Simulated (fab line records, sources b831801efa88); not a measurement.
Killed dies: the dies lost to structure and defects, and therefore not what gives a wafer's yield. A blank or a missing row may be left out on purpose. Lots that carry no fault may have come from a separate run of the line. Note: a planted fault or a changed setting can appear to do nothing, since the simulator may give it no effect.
fab line records	flow sky130
[record] lots = 12	wafers = 36	last_day = 50
route steps=708 shown SONOS_ONO@185 METAL4@631 METAL5@675 PAD_OPEN@707
lots that met no fault: from a run of the same line without faults
start_h: the number of hours between the record's first day and the start of the first shown wafer of the lot	wait_h: hours elapsed since this lot's preceding step	" as in the row above	L1.1+2: a row that stands for several wafers	- no value, or no start was given	* or withheld: withheld	< > ~ a bound
route shown NAME@n: a module of which the file shows steps, and the number in the route of the first	usual: mean/standard deviation taken from wafers without a fault	same: alike in all rows	chamber/n: place in a boat	sites: the reading at each site	_std_site: how widely they spread, as a standard deviation	_edge_site: mean of outer sites minus mean of inner sites	radius_mm: how far each site lies from the wafer's centre	mask NAME#n: copy n	behind: the most recent tool/chamber to have shaped the wafer	hold: the reason the lot was held/the length of the hold in hours/how it ended	device: whichever transistor did not switch (one of n, p or np)	end of line: the same wafers' tests at the end of the route	step lacking rows: just its recipe	killed: the dies lost at the first sort to structure and to defects; this is not the yield of the wafer	map: shows each die of a wafer: x if killed, . if not, _ if none is there
set.NAME: the run value of the setting; set.NAME@STEP: its run value at that earlier step	model.NAME: the simulator's own value behind a step, which no gauge read
the route's steps for a sample of lots (tables are steps, rows are wafers)
services: from which hour (start_h, from the record's first day; less than 0 if before it) a tool's chamber was out of use, for how many hours, and why
[[steps]]
[step SKY_SONOS_ONO_STRIP_17]
[recipe] chemistry = O2/N2	power_w = 1400	pressure_mtorr = 1500	platen_temp_c = withheld	o2_flow_sccm = 3000	n2_flow_sccm = 300	overash_fraction = 0.5
[usual] drypump_motor_current_A = 5.20/0.26	n2_flow_sccm = 300.1/0.99	o2_flow_sccm = 2998/8.8	oes_product_au = 0.709/0.0045	strip_time_to_endpoint_s = 14.10/0.037
lot.wafer	tool	chamber	start_h	wait_h	drypump_motor_current_A	n2_flow_sccm	o2_flow_sccm	oes_product_au	rf_hours_counter_h	strip_time_to_endpoint_s
L181.3	plasma_asher-01	0	281.87	0.0	5.06	300.7	2988	0.706	-	14.10
L181.5	"	0	"	"	5.06	301.8	3002	0.710	-	14.17
L181.6	"	1	"	"	5.02	300.9	3001	0.713	-	14.11
L182.2	plasma_asher-02	1	288.78	0.0	5.69	297.5	3002	0.707	48	14.09
L182.3	"	1	"	"	5.68	298.7	3019	0.703	-	14.08
L182.5	"	1	"	"	5.69	297.6	2998	0.706	-	14.00
L183.1	plasma_asher-02	0	297.97	0.0	4.93	301.2	3005	0.711	49	14.13
L183.3	"	0	"	"	4.95	301.1	2990	0.713	-	14.13
L183.4	"	1	"	"	5.64	301.5	3004	0.709	-	14.13
L184.2	plasma_asher-04	1	298.09	0.0	5.36	300.4	3002	0.712	16	14.10
L184.3	"	1	"	"	5.36	299.8	2985	0.705	-	14.09
L184.4	"	0	"	"	5.14	298.6	2998	0.710	-	14.09
L186.1	plasma_asher-04	1	322.57	0.0	5.38	300.3	3005	0.700	18	14.13
L186.5	"	0	"	"	5.13	298.6	3004	0.713	-	14.07
L186.6	"	1	"	"	5.40	300.2	3000	0.702	-	14.07
L187.1	plasma_asher-04	1	329.70	0.0	5.36	300.8	3016	0.709	19	14.09
L187.2	"	0	"	"	5.12	300.8	2998	0.703	19	14.11
L187.5	"	0	"	"	5.11	300.5	3000	0.718	-	14.12
L189.3	plasma_asher-02	0	339.97	0.0	4.94	300.3	3000	0.708	-	14.07
L189.4	"	1	"	"	5.66	300.9	3008	0.708	-	14.02
L189.6	"	0	"	"	4.94	301.0	3001	0.711	-	14.09
L190.3	plasma_asher-01	1	348.71	0.0	5.02	299.6	2987	0.714	-	14.05
L190.5	"	0	"	"	5.06	300.2	3001	0.707	-	14.07
L190.6	"	1	"	"	5.02	298.7	2993	0.711	-	14.09
L195.2	plasma_asher-04	1	388.69	0.0	5.37	299.1	3001	0.709	25	14.11
L195.4	"	0	"	"	5.15	299.9	3006	0.710	-	14.10
L195.6	"	1	"	"	5.37	300.4	2990	0.710	-	14.13
L198.2	plasma_asher-04	0	411.59	0.0	5.15	299.5	3004	0.713	27	14.12
L198.3	"	1	"	"	5.37	299.7	2988	0.709	-	14.08
L198.5	"	1	"	"	5.39	299.5	3006	0.712	-	14.16
L201.1	plasma_asher-02	0	439.42	0.0	4.94	302.0	3009	0.709	63	14.19
L201.2	"	1	"	"	5.67	298.8	3001	0.714	63	14.14
L201.4	"	1	"	"	5.64	299.5	2995	0.706	-	14.11
L203.3	plasma_asher-01	0	468.27	0.0	5.06	301.2	2999	0.709	-	14.11
L203.5	"	0	"	"	5.08	301.3	3005	0.712	-	14.10
L203.6	"	1	"	"	5.03	301.6	2992	0.700	-	14.05
[step SKY_METAL4_DESCUM_15]
[recipe] chemistry = O2	source_power_w = 150	bias_power_w = 0	pressure_mtorr = 10	temp_c = 40	time_s = 8
[usual] drypump_motor_current_A = 5.9/0.34	oes_product_au = 0.996/0.0083
lot.wafer	tool	chamber	start_h	wait_h	drypump_motor_current_A	oes_product_au	rf_hours_counter_h
L181.3	rie_metal-04	1	985.94	0.0	5.6	0.993	-
L181.5	"	1	"	"	5.6	0.994	-
L181.6	"	0	"	"	5.3	1.000	-
L182.2	rie_metal-02	1	986.27	0.0	6.1	1.002	12
L182.3	"	1	"	"	6.1	1.006	-
L182.5	"	0	"	"	6.2	0.999	-
L183.1	rie_metal-01	1	994.61	0.0	6.3	0.984	16
L183.3	"	0	"	"	5.9	0.995	-
L183.4	"	1	"	"	6.3	0.977	-
L184.2	rie_metal-02	0	995.12	0.0	6.2	0.992	11
L184.3	"	1	"	"	6.1	1.005	-
L184.4	"	0	"	"	6.2	0.998	-
L186.1	rie_metal-01	1	1011.87	0.0	6.3	0.997	18
L186.5	"	0	"	"	5.9	0.996	-
L186.6	"	1	"	"	6.3	0.984	-
L187.1	rie_metal-04	0	1025.07	0.0	5.4	0.992	18
L187.2	"	1	"	"	5.5	0.986	17
L187.5	"	0	"	"	5.3	0.996	-
L189.3	rie_metal-01	1	1032.88	0.0	6.3	0.978	-
L189.4	"	0	"	"	6.0	0.998	-
L189.6	"	1	"	"	6.2	0.987	-
L190.3	rie_metal-02	0	1035.73	0.0	6.2	0.997	-
L190.5	"	0	"	"	6.2	0.982	-
L190.6	"	1	"	"	6.1	0.999	-
L195.2	rie_metal-04	1	1062.62	0.0	5.6	0.984	19
L195.4	"	0	"	"	5.3	0.994	-
L195.6	"	0	"	"	5.3	0.998	-
L198.2	rie_metal-04	1	1092.88	0.0	5.7	0.992	21
L198.3	"	0	"	"	5.3	0.995	-
L198.5	"	0	"	"	5.3	0.991	-
L201.1	rie_metal-02	1	1099.42	0.0	6.1	1.006	16
L201.2	"	0	"	"	6.2	1.006	22
L201.4	"	1	"	"	6.1	1.007	-
L203.3	rie_metal-01	0	1119.83	0.0	6.0	0.996	-
L203.5	"	1	"	"	6.3	0.996	-
L203.6	"	0	"	"	5.9	1.002	-
[step SKY_METAL5_DESCUM_14]
[recipe] chemistry = O2	source_power_w = 150	bias_power_w = 0	pressure_mtorr = 10	temp_c = 40	time_s = 11
[usual] drypump_motor_current_A = 5.9/0.35	oes_product_au = 0.994/0.0076
lot.wafer	tool	chamber	start_h	wait_h	drypump_motor_current_A	oes_product_au	rf_hours_counter_h
L181.3	rie_metal-01	0	1034.28	0.1	6.0	0.996	-
L181.5	"	0	"	"	6.0	0.991	-
L181.6	"	1	"	"	6.3	0.993	-
L182.2	rie_metal-03	0	1034.57	0.1	5.5	1.003	9
L182.3	"	1	"	"	5.5	0.998	-
L182.5	"	0	"	"	5.5	0.982	-
L183.1	rie_metal-02	0	1042.73	0.1	6.2	0.989	14
L183.3	"	0	"	"	6.2	0.994	-
L183.4	"	0	"	"	6.2	0.989	-
L184.2	rie_metal-01	0	1043.77	0.1	5.9	0.998	6
L184.3	"	1	"	"	6.3	0.997	-
L184.4	"	0	"	"	5.9	0.999	-
L186.1	rie_metal-03	0	1059.02	0.1	5.5	0.982	10
L186.5	"	1	"	"	5.5	0.993	-
L186.6	"	0	"	"	5.5	0.977	-
L187.1	rie_metal-02	0	1071.18	0.1	6.2	0.992	19
L187.2	"	0	"	"	6.2	0.989	-
L187.5	"	0	"	"	6.2	0.995	-
L189.3	rie_metal-01	0	1080.19	0.1	6.0	1.007	-
L189.4	"	1	"	"	6.3	0.994	-
L189.6	"	0	"	"	5.9	1.003	-
L190.3	rie_metal-02	0	1081.29	0.1	6.2	0.992	-
L190.5	"	0	"	"	6.2	0.993	-
L190.6	"	0	"	"	6.2	1.004	-
L195.2	rie_metal-02	0	1108.18	0.1	6.2	0.988	22
L195.4	"	0	"	"	6.1	0.993	-
L195.6	"	0	"	"	6.2	0.998	-
L198.2	rie_metal-01	1	1134.47	0.1	6.3	0.993	27
L198.3	"	1	"	"	6.3	0.989	-
L198.5	"	0	"	"	5.9	0.997	-
L201.1	rie_metal-03	1	1140.67	0.1	5.5	0.990	27
L201.2	"	0	"	"	5.5	0.985	16
L201.4	"	1	"	"	5.4	0.998	-
L203.3	rie_metal-03	0	1159.65	0.1	5.5	0.987	-
L203.5	"	0	"	"	5.5	0.979	-
L203.6	"	0	"	"	5.5	0.991	-
[step SKY_PAD_OPEN_BOW_MEAS_13]
[recipe] mode = bow
[usual] PAD_OPEN_BOW = 44/8.8
lot.wafer	tool	chamber	start_h	wait_h	PAD_OPEN_BOW[um]
L181.3	film_metro-02	-	1081.21	-	36
L181.5	"	-	"	"	50
L181.6	"	-	"	"	46
L182.2	film_metro-02	-	1082.69	-	51
L182.3	"	-	"	"	57
L182.5	"	-	"	"	57
L183.1	film_metro-02	-	1088.63	-	38
L183.3	"	-	"	"	38
L183.4	"	-	"	"	47
L184.2	film_metro-04	-	1090.03	-	37
L184.3	"	-	"	"	37
L184.4	"	-	"	"	42
L186.1	film_metro-01	-	1105.11	-	64
L186.5	"	-	"	"	34
L186.6	"	-	"	"	56
L187.1	film_metro-01	-	1115.46	-	35
L187.2	"	-	"	"	57
L187.5	"	-	"	"	57
L189.3	film_metro-01	-	1122.67	-	55
L189.4	"	-	"	"	53
L189.6	"	-	"	"	39
L190.3	film_metro-02	-	1124.85	-	45
L190.5	"	-	"	"	48
L190.6	"	-	"	"	56
L195.2	film_metro-02	-	1149.08	-	57
L195.4	"	-	"	"	42
L195.6	"	-	"	"	40
L198.2	film_metro-02	-	1172.90	-	54
L198.3	"	-	"	"	39
L198.5	"	-	"	"	51
L201.1	film_metro-02	-	1179.01	-	32
L201.2	"	-	"	"	42
L201.4	"	-	"	"	50
L203.3	film_metro-01	-	1195.61	-	44
L203.5	"	-	"	"	43
L203.6	"	-	"	"	45
[step SKY_PAD_OPEN_PROBE_99]
[usual] killed_at_M0_to_M3 = 44/7.3	killed_at_M4_up = 3.0/1.9	killed_at_contacts = 24/5	killed_at_front_end = 16/4.5	killed_at_other = 0.3/0.46	killed_dies = 87/10	killed_on_rim = 17/3.5	killed_open = 47/8.3	killed_short = 39/6.4
[same] gross_dies = 492	killed_at_back_side = 0
lot.wafer	tool	chamber	start_h	wait_h	hold	killed_at_M0_to_M3	killed_at_M4_up	killed_at_contacts	killed_at_front_end	killed_at_other	killed_dies	killed_on_rim	killed_open	killed_short
L181.3	prober-01	-	1081.39	0.2	-	47	4	16	26	0	93	18	46	47
L181.5	prober-01	-	1081.49	0.2	-	52	2	30	15	0	99	19	64	35
L181.6	prober-01	-	1081.54	0.2	-	50	6	35	9	0	100	20	58	42
L182.2	prober-02	-	1082.84	0.1	-	38	2	28	12	0	80	13	42	38
L182.3	prober-02	-	1082.89	0.2	-	43	4	16	27	1	91	22	48	43
L182.5	prober-02	-	1082.99	0.2	-	38	1	29	20	1	89	17	50	39
L183.1	prober-01	-	1088.75	0.1	-	47	4	26	23	1	101	18	47	54
L183.3	prober-01	-	1088.85	0.2	-	59	6	27	15	0	107	23	49	58
L183.4	prober-01	-	1088.90	0.2	-	43	2	21	19	1	86	16	44	42
L184.2	prober-02	-	1090.18	0.1	-	52	3	21	21	0	97	16	52	45
L184.3	prober-02	-	1090.23	0.2	-	39	0	37	18	1	95	17	46	49
L184.4	prober-02	-	1090.28	0.2	-	21	3	27	18	0	69	12	40	29
L186.1	prober-02	-	1105.23	0.1	-	52	3	33	18	0	106	16	64	42
L186.5	prober-02	-	1105.43	0.2	-	30	3	26	12	1	72	14	46	26
L186.6	prober-02	-	1105.48	0.2	-	42	2	24	20	1	89	21	49	40
L187.1	prober-02	-	1115.58	0.1	-	50	2	20	9	0	81	21	34	47
L187.2	prober-02	-	1115.63	0.1	-	44	6	27	15	0	92	16	51	41
L187.5	prober-02	-	1115.78	0.2	-	29	0	15	8	1	53	10	33	20
L189.3	prober-01	-	1122.85	0.2	-	47	1	22	16	0	86	16	42	44
L189.4	prober-01	-	1122.90	0.2	-	48	5	28	17	0	98	20	52	46
L189.6	prober-01	-	1123.00	0.2	-	54	1	28	16	0	99	22	53	46
L190.3	prober-02	-	1125.03	0.2	-	30	3	22	12	0	67	16	37	30
L190.5	prober-02	-	1125.13	0.2	-	27	2	25	18	1	73	15	50	23
L190.6	prober-02	-	1125.18	0.2	-	35	0	14	6	0	55	17	33	22
L195.2	prober-02	-	1149.23	0.1	await_dispo/1.5h/release	46	5	20	73	1	145	30	43	42
L195.4	prober-02	-	1149.33	0.2	await_dispo/1.5h/release	35	5	26	16	0	82	19	42	40
L195.6	prober-02	-	1149.43	0.2	await_dispo/1.5h/release	42	3	14	68	0	127	25	33	40
L198.2	prober-02	-	1173.05	0.1	await_dispo/1.9h/release	45	7	16	21	0	89	12	47	42
L198.3	prober-02	-	1173.10	0.2	await_dispo/1.9h/release	36	4	21	74	0	135	29	42	37
L198.5	prober-02	-	1173.20	0.2	await_dispo/1.9h/release	35	4	19	65	0	123	19	33	38
L201.1	prober-01	-	1179.13	0.1	-	38	6	16	19	0	79	11	36	43
L201.2	prober-01	-	1179.18	0.1	-	33	2	22	16	0	73	15	34	39
L201.4	prober-01	-	1179.28	0.2	-	35	2	34	13	0	84	22	52	32
L203.3	prober-01	-	1195.79	0.2	-	45	0	25	18	0	88	17	47	41
L203.5	prober-01	-	1195.89	0.2	-	38	4	21	20	1	84	15	47	37
L203.6	prober-01	-	1195.94	0.2	-	46	2	34	22	0	104	25	61	43
// killed by level:class
L181.3 VIA1:geometric_particle:open=10 FIELD_ISO:geometric_particle:short=9 VIA1:geometric_particle:short=9 FIELD_ISO:geometric_particle:open=8 METAL2:geometric_particle:short=8 CONTACT:geometric_particle:open=8 POLY_GATE:geometric_particle:short=4 LI_CONTACT:geometric_particle:open=4
L181.5 VIA1:geometric_particle:open=15 CONTACT:geometric_particle:open=13 VIA3:geometric_particle:open=10 LI_CONTACT:geometric_particle:open=8 VIA1:geometric_particle:short=5 CONTACT:geometric_particle:short=5 VIA2:geometric_particle:open=5 FIELD_ISO:geometric_particle:short=4
L181.6 CONTACT:geometric_particle:open=21 VIA1:geometric_particle:open=10 VIA1:geometric_particle:short=10 LI_CONTACT:geometric_particle:open=6 CONTACT:geometric_particle:short=6 VIA2:geometric_particle:open=6 METAL1:geometric_particle:short=5 VIA3:geometric_particle:short=5
L182.2 LI_CONTACT:geometric_particle:open=10 METAL2:geometric_particle:short=8 CONTACT:geometric_particle:open=7 FIELD_ISO:geometric_particle:open=5 VIA2:geometric_particle:open=5 CONTACT:geometric_particle:short=5 METAL1:geometric_particle:short=5 VIA1:geometric_particle:open=5
L182.3 FIELD_ISO:geometric_particle:open=10 CONTACT:geometric_particle:open=10 METAL1:geometric_particle:short=8 POLY_GATE:geometric_particle:short=7 METAL3:geometric_particle:short=6 VIA1:geometric_particle:open=6 VIA3:geometric_particle:open=5 FIELD_ISO:geometric_particle:short=4
L182.5 CONTACT:geometric_particle:open=10 LI_CONTACT:geometric_particle:open=8 VIA1:geometric_particle:open=8 VIA3:geometric_particle:open=6 CONTACT:geometric_particle:short=6 METAL2:geometric_particle:short=5 VIA2:geometric_particle:open=5 POLY_GATE:geometric_particle:short=4
L183.1 VIA1:geometric_particle:short=11 CONTACT:geometric_particle:open=11 FIELD_ISO:geometric_particle:short=8 VIA1:geometric_particle:open=8 VIA2:geometric_particle:short=5 VIA2:geometric_particle:open=5 CONTACT:geometric_particle:short=5 METAL2:geometric_particle:short=5
L183.3 VIA1:geometric_particle:open=12 VIA1:geometric_particle:short=9 CONTACT:geometric_particle:open=8 VIA3:geometric_particle:open=8 METAL1:geometric_particle:short=7 POLY_GATE:geometric_particle:short=6 LI_CONTACT:geometric_particle:short=6 LI_CONTACT:geometric_particle:open=6
L183.4 VIA1:geometric_particle:open=8 LI_CONTACT:geometric_particle:open=6 CONTACT:geometric_particle:open=6 METAL2:geometric_particle:short=6 FIELD_ISO:geometric_particle:short=5 VIA2:geometric_particle:open=5 VIA3:geometric_particle:open=5 POLY_GATE:geometric_particle:open=4
L184.2 VIA1:geometric_particle:open=11 VIA3:geometric_particle:open=9 VIA1:geometric_particle:short=8 CONTACT:geometric_particle:open=7 POLY_GATE:geometric_particle:short=6 POLY_GATE:geometric_particle:open=6 LI_CONTACT:geometric_particle:open=6 METAL2:geometric_particle:short=6
L184.3 CONTACT:geometric_particle:open=15 FIELD_ISO:geometric_particle:short=9 METAL2:geometric_particle:short=9 LI_CONTACT:geometric_particle:open=8 VIA1:geometric_particle:open=8 VIA3:geometric_particle:open=6 CONTACT:geometric_particle:short=5 VIA1:geometric_particle:short=5
L184.4 CONTACT:geometric_particle:open=13 FIELD_ISO:geometric_particle:open=6 LI_CONTACT:geometric_particle:open=6 FIELD_ISO:geometric_particle:short=4 VIA3:geometric_particle:short=4 LOCAL_INTERCONNECT:geometric_particle:short=3 CONTACT:geometric_particle:short=3 VIA1:geometric_particle:short=3
L186.1 CONTACT:geometric_particle:open=12 VIA1:geometric_particle:open=11 VIA2:geometric_particle:open=11 LI_CONTACT:geometric_particle:open=7 VIA3:geometric_particle:open=7 POLY_GATE:geometric_particle:short=6 METAL1:geometric_particle:short=6 VIA1:geometric_particle:short=5
L186.5 LI_CONTACT:geometric_particle:open=9 CONTACT:geometric_particle:open=9 VIA1:geometric_particle:open=7 VIA3:geometric_particle:open=7 CONTACT:geometric_particle:short=5 VIA2:geometric_particle:open=5 FIELD_ISO:geometric_particle:short=3 POLY_GATE:geometric_particle:open=3
L186.6 VIA1:geometric_particle:open=12 CONTACT:geometric_particle:open=10 POLY_GATE:geometric_particle:short=7 LI_CONTACT:geometric_particle:open=6 VIA3:geometric_particle:open=6 FIELD_ISO:geometric_particle:open=5 LOCAL_INTERCONNECT:geometric_particle:short=4 METAL1:geometric_particle:short=4
L187.1 METAL1:geometric_particle:short=9 VIA2:geometric_particle:open=9 VIA1:geometric_particle:open=8 METAL2:geometric_particle:short=8 CONTACT:geometric_particle:open=6 LOCAL_INTERCONNECT:geometric_particle:short=5 METAL3:geometric_particle:short=4 VIA1:geometric_particle:short=4
L187.2 LI_CONTACT:geometric_particle:open=10 METAL1:geometric_particle:short=9 CONTACT:geometric_particle:open=8 VIA3:geometric_particle:open=7 VIA2:geometric_particle:open=6 METAL2:geometric_particle:short=5 POLY_GATE:geometric_particle:open=5 VIA1:geometric_particle:open=5
L187.5 VIA1:geometric_particle:open=9 CONTACT:geometric_particle:open=6 METAL1:geometric_particle:short=5 LI_CONTACT:geometric_particle:open=4 VIA2:geometric_particle:open=4 LOCAL_INTERCONNECT:geometric_particle:short=4 VIA3:geometric_particle:open=4 METAL2:geometric_particle:short=3
L189.3 CONTACT:geometric_particle:open=10 VIA1:geometric_particle:open=9 METAL1:geometric_particle:short=9 METAL2:geometric_particle:short=8 CONTACT:geometric_particle:short=7 VIA2:geometric_particle:open=6 METAL3:geometric_particle:short=6 FIELD_ISO:geometric_particle:open=5
L189.4 LI_CONTACT:geometric_particle:open=11 CONTACT:geometric_particle:open=9 VIA1:geometric_particle:open=9 VIA1:geometric_particle:short=8 METAL2:geometric_particle:short=8 VIA2:geometric_particle:open=7 METAL1:geometric_particle:short=7 POLY_GATE:geometric_particle:open=5
L189.6 VIA1:geometric_particle:open=16 METAL2:geometric_particle:short=11 CONTACT:geometric_particle:open=11 METAL1:geometric_particle:short=8 LOCAL_INTERCONNECT:geometric_particle:short=6 CONTACT:geometric_particle:short=6 VIA3:geometric_particle:open=6 FIELD_ISO:geometric_particle:open=5
L190.3 LI_CONTACT:geometric_particle:open=7 CONTACT:geometric_particle:open=6 LI_CONTACT:geometric_particle:short=6 POLY_GATE:geometric_particle:open=5 VIA1:geometric_particle:short=4 METAL1:geometric_particle:short=4 METAL3:geometric_particle:short=4 VIA3:geometric_particle:open=4
L190.5 LI_CONTACT:geometric_particle:open=11 VIA1:geometric_particle:open=8 CONTACT:geometric_particle:open=6 FIELD_ISO:geometric_particle:open=5 POLY_GATE:geometric_particle:open=5 LOCAL_INTERCONNECT:geometric_particle:short=4 VIA2:geometric_particle:open=4 VIA3:geometric_particle:open=4
L190.6 VIA1:geometric_particle:open=7 VIA3:geometric_particle:open=6 CONTACT:geometric_particle:open=6 METAL2:geometric_particle:short=6 VIA2:geometric_particle:open=5 LI_CONTACT:geometric_particle:open=3 VIA2:geometric_particle:short=3 POLY_GATE:geometric_particle:open=2
L195.2 SONOS_ONO:unspecified=60 CONTACT:geometric_particle:open=9 VIA1:geometric_particle:open=9 VIA1:geometric_particle:short=7 VIA2:geometric_particle:open=6 VIA3:geometric_particle:open=6 METAL1:geometric_particle:short=5 VIA2:geometric_particle:short=5
L195.4 LI_CONTACT:geometric_particle:open=9 CONTACT:geometric_particle:open=8 METAL1:geometric_particle:short=8 VIA1:geometric_particle:open=7 VIA1:geometric_particle:short=5 VIA2:geometric_particle:open=5 FIELD_ISO:geometric_particle:open=4 LOCAL_INTERCONNECT:geometric_particle:short=4
L195.6 SONOS_ONO:unspecified=54 VIA1:geometric_particle:short=8 METAL1:geometric_particle:short=6 VIA1:geometric_particle:open=6 POLY_GATE:geometric_particle:short=5 CONTACT:geometric_particle:open=5 LI_CONTACT:geometric_particle:open=4 VIA3:geometric_particle:open=4
L198.2 VIA1:geometric_particle:open=10 CONTACT:geometric_particle:open=10 METAL2:geometric_particle:short=8 METAL4:geometric_particle:short=7 POLY_GATE:geometric_particle:open=7 METAL1:geometric_particle:short=6 FIELD_ISO:geometric_particle:short=5 VIA2:geometric_particle:open=4
L198.3 SONOS_ONO:unspecified=56 VIA2:geometric_particle:open=9 METAL1:geometric_particle:short=9 FIELD_ISO:geometric_particle:open=8 FIELD_ISO:geometric_particle:short=6 CONTACT:geometric_particle:open=6 CONTACT:geometric_particle:short=5 VIA1:geometric_particle:open=5
L198.5 SONOS_ONO:unspecified=52 METAL2:geometric_particle:short=8 VIA1:geometric_particle:open=7 CONTACT:geometric_particle:short=6 LI_CONTACT:geometric_particle:open=5 LOCAL_INTERCONNECT:geometric_particle:short=5 METAL3:geometric_particle:short=5 POLY_GATE:geometric_particle:open=4
L201.1 POLY_GATE:geometric_particle:short=8 VIA1:geometric_particle:open=6 VIA3:geometric_particle:open=6 POLY_GATE:geometric_particle:open=5 CONTACT:geometric_particle:open=5 VIA1:geometric_particle:short=5 VIA2:geometric_particle:open=5 METAL1:geometric_particle:short=4
L201.2 CONTACT:geometric_particle:open=9 VIA1:geometric_particle:open=6 VIA3:geometric_particle:open=5 POLY_GATE:geometric_particle:short=4 LOCAL_INTERCONNECT:geometric_particle:short=4 METAL1:geometric_particle:short=4 METAL2:geometric_particle:short=4 FIELD_ISO:geometric_particle:short=3
L201.4 CONTACT:geometric_particle:open=12 LI_CONTACT:geometric_particle:open=10 FIELD_ISO:geometric_particle:open=6 VIA3:geometric_particle:open=6 CONTACT:geometric_particle:short=5 VIA1:geometric_particle:short=5 VIA2:geometric_particle:open=5 METAL2:geometric_particle:short=4
L203.3 VIA1:geometric_particle:open=10 LI_CONTACT:geometric_particle:open=8 VIA2:geometric_particle:open=8 POLY_GATE:geometric_particle:open=7 LOCAL_INTERCONNECT:geometric_particle:short=7 VIA3:geometric_particle:open=6 POLY_GATE:geometric_particle:short=5 VIA1:geometric_particle:short=5
L203.5 FIELD_ISO:geometric_particle:open=8 CONTACT:geometric_particle:open=8 VIA1:geometric_particle:open=8 LI_CONTACT:geometric_particle:open=6 METAL1:geometric_particle:short=6 VIA2:geometric_particle:open=6 POLY_GATE:geometric_particle:short=5 LOCAL_INTERCONNECT:geometric_particle:short=4
L203.6 CONTACT:geometric_particle:open=12 VIA1:geometric_particle:open=11 VIA3:geometric_particle:open=8 CONTACT:geometric_particle:short=7 VIA1:geometric_particle:short=7 FIELD_ISO:geometric_particle:open=6 LI_CONTACT:geometric_particle:open=6 VIA2:geometric_particle:open=6
[[services]]
tool	chamber	start_h	hours	kind
rie_metal-02	-	258.09	0.9	repair
rie_metal-03	1	258.61	9.2	repair
rie_metal-02	0	344.98	25.7	repair
plasma_asher-04	-	382.59	1.0	repair
rie_metal-02	-	415.48	2.8	pm
plasma_asher-04	-	459.67	14.6	pm
plasma_asher-04	-	474.27	28.1	pm
rie_metal-02	-	476.86	0.4	repair
plasma_asher-04	-	504.01	0.9	repair
rie_metal-02	-	622.18	1.5	repair
rie_metal-02	0	689.87	4.1	repair
rie_metal-02	0	748.22	22.5	repair
rie_metal-02	-	782.37	0.8	repair
rie_metal-01	-	905.46	13.4	repair
plasma_asher-04	-	912.85	2.1	repair
plasma_asher-04	-	934.71	3.2	repair
rie_metal-02	0	1000.76	2.1	repair
rie_metal-02	1	1002.37	5.3	repair
rie_metal-02	1	1039.03	55.6	repair
rie_metal-02	0	1087.64	10.5	repair
rie_metal-01	-	1091.85	0.4	repair
rie_metal-02	-	1103.74	0.8	repair
rie_metal-02	-	1124.55	1.8	repair
plasma_asher-04	-	1158.25	3.0	repair
[[key]]
[first_sign] step = SKY_PAD_OPEN_PROBE_99	reading = killed_at_front_end	direction = up	sigmas = 12	usual = 16	struck = 70
[effect] step = SKY_PAD_OPEN_PROBE_99	reading = killed_dies	direction = up	sigmas = 4.4	usual = 87	struck = 132
met_at SKY_SONOS_ONO_STRIP_17
struck_lots L195,L198
struck_wafers L195.2,L195.6,L198.3,L198.5
tester_left_out L195,L198
not_acting_at SKY_METAL4_DESCUM_15,SKY_METAL5_DESCUM_14,SKY_PAD_OPEN_BOW_MEAS_13
onset_between 329.70 388.69
[fault] kind = chamber_particle_source	tool = plasma_asher-04	chamber = 1	onset_h = 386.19	steps = SKY_SONOS_ONO_STRIP_17	rate_per_visit_cm2 = 1.3761	end_h = 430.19
// tester_left_out: of these lots the tester's yield and bins aren't shown, on N5 and GAA mostly nor the transistor test; their killed dies are dies lost to structure and defects alone, not to doping, threshold or leakage, so they don't give the yield
